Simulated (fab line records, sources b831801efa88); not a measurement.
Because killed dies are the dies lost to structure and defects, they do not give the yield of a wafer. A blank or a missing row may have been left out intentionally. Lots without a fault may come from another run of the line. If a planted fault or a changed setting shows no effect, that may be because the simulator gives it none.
Struck lot and sound lot, side by side / flow sky130 / 15 steps out of a route of 708
Sound: these wafers, L693.1, L693.4, L693.5. Struck: wafer L711.2; the same lot's L711.5 was not struck, so it is left out; see the end for the cause.
For every step that has rows: the tool of each side, followed by ch and its chambers, followed by its first start. Under that, the readings that differ: sound wafers / struck wafers / difference of the means / sigmas: that difference in standard deviations of wafers without a fault.
alike: readings whose means differ by less than 2 such deviations, and words and numbers that are the same on both sides. not compared: withheld readings, readings that some wafer has no value for, bounds like >300 that may hide the same value, and numbers for which the record gives no deviation and whose values overlap.
Wherever a step has rows on one side only, a row that says differs or no value, or a row with sigmas, the two part there. When numbers do not overlap yet have no deviation, they are printed without sigmas and do not part them. A reading that every wafer of one side lacks parts them only if that side has two wafers or more.

first, 8 steps without rows for these wafers: SKY_FIELD_ISO_DEHYDRATE_05 (time 60 s); SKY_FIELD_ISO_HMDS_06 (prime time 60 s); SKY_FIELD_ISO_COAT_07 (resist thk 60 nm); SKY_FIELD_ISO_COAT_08 (resist thk 450 nm); SKY_FIELD_ISO_SOFTBAKE_09 (time 90 s); SKY_FIELD_ISO_EXPOSE_10 (exposes mask FOM, target cd 150 nm); SKY_FIELD_ISO_PEB_11; SKY_FIELD_ISO_DEVELOP_12 (develop time 60 s).
SKY_FIELD_ISO_CD_MEAS_13: target cd 150 nm.
  sound on cd-sem-02, day 2 05:37; struck on cd-sem-01, day 6 13:05
  alike: cd-nm
SKY_FIELD_ISO_ETCH_14: etches BARC in N2/H2, stops on SiO2, time 45.9 s, target depth 60 nm.
  sound on rie-diel-03 ch 0,1,3, day 2 05:44; struck on rie-diel-01 ch 1, day 6 13:11
  alike: drypump-motor-current-A, h2-flow-sccm, oes-product-au, run-length-s, throttle-valve-pct
  not compared: rf-hours-counter-h
SKY_FIELD_ISO_ETCH_15: etches the open film in CHF3/O2, stops on Si, target depth 180 nm, time 72 s.
  sound on rie-diel-03 ch 0,1,3, day 2 05:47; struck on rie-diel-01 ch 1, day 6 13:14
reading=throttle-valve-pct (%); sound=8.853 8.837 8.843; struck=8.864; difference=+0.020; sigmas=+2
  alike: drypump-motor-current-A, oes-product-au, run-length-s
  not compared: rf-hours-counter-h
SKY_FIELD_ISO_STRIP_16: strips in O2/N2.
  sound on plasma-asher-01 ch 0,1, day 2 05:50; struck on plasma-asher-04 ch 1, day 6 13:17
  alike: drypump-motor-current-A, oes-product-au, strip-time-to-endpoint-s
  not compared: rf-hours-counter-h
SKY_FIELD_ISO_ETCH_17: etches Si in HBr/Cl2/O2, target depth 342 nm, time 97.7 s.
  sound on rie-si-01 ch 1,2,3, day 2 05:56; struck on rie-si-01 ch 3, day 6 13:23
reading=run-length-s (s); sound=126.3 125.8 126.1; struck=128.5; difference=+2.4; sigmas=+6
reading=model.FIELD_ISO.feature-depth-nm (nm); sound=348.9 340.5 342.2; struck=352.9; difference=+9.0; sigmas=
reading=model.etch.depth-nm (nm); sound=348.9 340.5 342.2; struck=352.9; difference=+9.0; sigmas=
  alike: HBr_flow_sccm, drypump-motor-current-A, oes-product-au, throttle-valve-pct
  not compared: rf-hours-counter-h
then, 1 step without rows for these wafers: SKY_FIELD_ISO_WET_ETCH_18 (etches Si3N4 in H3PO4, target depth 25 nm, time 286 s).
-- here the record skips 44 days between the struck wafers' starts before and after, leaving off in module FIELD_ISO and picking up in module PAD_OPEN (first step shown: number 708 of the route) --
SKY_PAD_OPEN_PROBE_99:
  sound on prober-02, day 46 10:37; struck on prober-01, day 50 18:44
reading=model.etest.pfet_16v.r-on-ohm-um; sound=1.531e+04 1.484e+04 1.502e+04; struck=1.602e+04; difference=+9.633e+02; sigmas=
reading=model.etest.cap-poly-to-well.c-af-um2; sound=90.1 92.98 93.65; struck=88.26; difference=-3.98; sigmas=
  alike: killed_at_M0_to_M3, killed_at_M4_up, killed-at-contacts, killed-at-front-end, killed-at-other, killed-dies, killed-open, killed-short
  not compared: model.etest.res_p_drift_20v.line-ohm-um, model.etest.res_p_drift_20v.rs-ohm-sq

== WHERE THEY PART ==
Earliest at SKY_FIELD_ISO_ETCH_15; latest, in this record, at SKY_FIELD_ISO_ETCH_17. Later steps at which nothing parts them and some readings are alike: SKY_PAD_OPEN_PROBE_99.

WHY: what had been put in by the simulator
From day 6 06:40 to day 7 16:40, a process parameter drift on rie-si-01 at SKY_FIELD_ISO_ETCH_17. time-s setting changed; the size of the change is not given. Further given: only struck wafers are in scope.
